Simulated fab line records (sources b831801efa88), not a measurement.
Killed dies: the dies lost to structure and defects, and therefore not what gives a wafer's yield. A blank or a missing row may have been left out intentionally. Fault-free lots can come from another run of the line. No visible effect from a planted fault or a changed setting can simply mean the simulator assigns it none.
Split-lot experiment + flow sky130 + 5 lots, 23 wafers read, on a route of 708 steps

THE SPLIT ITSELF
At SKY_METAL4_SPUTTER_03 (material Ti, target thk 5 nm, time 3.3 s), the setting timeS was moved away from the recipe's 3.3 s on 7 of the 23 wafers read, by -14.5% to -5.8%. All remaining wafers had this setting at the recipe value.

The split's own step is where the reading is taken.

THE READING
Ti_of_METAL4_SPUTTER_03.thkNm (the simulator's own value, which no gauge read), in nm, at SKY_METAL4_SPUTTER_03 (material Ti, target thk 5 nm, time 3.3 s). The file gives no usual value for it. Here, 16 wafers ran the recipe; their average is 4.943 nm with a standard deviation of 0.15 nm.

| wafer  | tool, chamber at the split | timeS as run, s | against the recipe | Ti_of_METAL4_SPUTTER_03.thkNm, nm | against lot-mates on the recipe |
|--------|----------------------------|-----------------|--------------------|-----------------------------------|---------------------------------|
| L074.1 | pvdSputter-03, -           | 3.3             | recipe             | 5.041                             | -                               |
| L074.3 | pvdSputter-03, -           | 2.822           | -14.5%             | 4.132                             | -0.889                          |
| L074.4 | pvdSputter-03, -           | 2.822           | -14.5%             | 4.092                             | -0.929                          |
| L074.5 | pvdSputter-03, -           | 2.822           | -14.5%             | 4.309                             | -0.712                          |
| L074.6 | pvdSputter-03, -           | 3.3             | recipe             | 5                                 | -                               |
| L080.1 | pvdSputter-03, -           | 3.3             | recipe             | 4.801                             | -                               |
| L080.2 | pvdSputter-03, -           | 3.3             | recipe             | 4.812                             | -                               |
| L080.3 | pvdSputter-03, -           | 3.3             | recipe             | 4.625                             | -                               |
| L080.4 | pvdSputter-03, -           | 3.3             | recipe             | 4.984                             | -                               |
| L080.5 | pvdSputter-03, -           | 3.3             | recipe             | 4.674                             | -                               |
| L081.1 | pvdSputter-03, -           | 3.3             | recipe             | 4.919                             | -                               |
| L081.3 | pvdSputter-03, -           | 3.3             | recipe             | 5.022                             | -                               |
| L081.6 | pvdSputter-03, -           | 3.3             | recipe             | 4.789                             | -                               |
| L083.1 | pvdSputter-02, -           | 3.3             | recipe             | 5.064                             | -                               |
| L083.2 | pvdSputter-02, -           | 2.988           | -9.5%              | 4.618                             | -0.447                          |
| L083.3 | pvdSputter-02, -           | 3.3             | recipe             | 5.023                             | -                               |
| L083.4 | pvdSputter-02, -           | 3.3             | recipe             | 5.108                             | -                               |
| L083.6 | pvdSputter-02, -           | 2.988           | -9.5%              | 4.722                             | -0.343                          |
| L085.1 | pvdSputter-02, -           | 3.3             | recipe             | 5.073                             | -                               |
| L085.2 | pvdSputter-02, -           | 3.11            | -5.8%              | 4.711                             | -0.363                          |
| L085.3 | pvdSputter-02, -           | 3.3             | recipe             | 5.096                             | -                               |
| L085.4 | pvdSputter-02, -           | 3.11            | -5.8%              | 4.884                             | -0.190                          |
| L085.5 | pvdSputter-02, -           | 3.3             | recipe             | 5.053                             | -                               |

FIT RESULTS
A straight line over all 23 wafers: Ti_of_METAL4_SPUTTER_03.thkNm changes by +0.0471 nm for each +1% of timeS; r = +0.86; the points scatter about the line by 0.16 nm.
The same after taking each lot's own level away (the mean of its wafers on the recipe; 23 wafers): +0.0547 nm for each +1%; r = +0.95; scatter 0.097 nm.
On that fit, the largest move of timeS shifts the reading by 0.79 nm.
The lots' own levels span 4.7792 to 5.0740 nm, that is 2.0 times the standard deviation above.
In other words, the slope is changed by the lot-to-lot level; the two fits disagree.
Check: for one of the wafers moved furthest among these (-14.5%), held out of the fit, the line's prediction against its lot-mates is -0.751 nm. Against them it came out at -0.889 nm.

FURTHER SPLITS ON THESE WAFERS
Note: prior to the reading, these wafers also went through further splits. Each is held against what the fit with the lots' levels taken away leaves over:
| other split on the same wafers  | wafers away from the commonest value | r with Ti_of_METAL4_SPUTTER_03.thkNm (lot level and that fit taken away) |
|---------------------------------|--------------------------------------|--------------------------------------------------------------------------|
| SKY_METAL3_EXPOSE_10 doseMj     | 10                                   | +0.12                                                                    |
| SKY_METAL3_ETCH_16 icpW         | 7                                    | +0.16                                                                    |
| SKY_VIA3_CMP_02 leaveAboveRefNm | 8                                    | -0.22                                                                    |
| SKY_VIA3_ETCH_15 timeS          | 10                                   | -0.28                                                                    |
| SKY_METAL4_SPUTTER_00 timeS     | 8                                    | -0.06                                                                    |

THE FILE'S OWN FIT
Ti_of_METAL4_SPUTTER_03.thkNm changes by +0.0528 nm for each +1% of timeS, r = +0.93.
